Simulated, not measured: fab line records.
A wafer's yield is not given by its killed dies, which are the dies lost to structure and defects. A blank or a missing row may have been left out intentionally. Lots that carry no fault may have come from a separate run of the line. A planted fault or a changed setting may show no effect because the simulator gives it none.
Chamber matching    flow gf180mcu    GF_PASSIVATION_CVD_02 on pecvd-02: 3 sister chambers
The step deposits Si3N4, target thk 700 nm, time 486.18 s. 3 wafers are shown with their chamber, then 9 later ones without.

## WAFERS, EACH WITH ITS CHAMBER
wafer   chamber  heater power w (W)
L085.1  1        694
L088.4  2        739
L088.5  0        865

## WAFERS WITHOUT THEIR CHAMBER
wafer   heater power w (W)
L089.3  687
L089.4  912
L089.6  597
L095.1  615
L095.4  657
L095.6  700
L097.1  878
L097.3  688
L097.4  661

## THE CHAMBER EACH PASSED THROUGH
wafer   from the rows above      in truth
L089.3  can't be placed: 1 or 2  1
L089.4  0                        0
L089.6  can't be placed: 1 or 2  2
L095.1  can't be placed: 1 or 2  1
L095.4  can't be placed: 1 or 2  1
L095.6  can't be placed: 1 or 2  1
L097.1  0                        0
L097.3  can't be placed: 1 or 2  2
L097.4  can't be placed: 1 or 2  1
Correctly placed: 2 of 9. Cannot be placed on the basis of these rows: 7; the candidates contain the true chamber in 7. Wrongly placed: 0.
How it was worked out, from the rows above alone: a wafer's distance from a chamber is the root of the sum, over the readings, of the square of ((its reading less the chamber's mean) divided by the reading's scatter). The wafer belongs to the nearest chamber; if the next one is less than 2 further off, it can't be placed. A chamber's mean is the mean of its shown wafers. The scatter: root of mean squared gap, hidden wafer to nearest shown wafer, with one shown wafer a chamber.
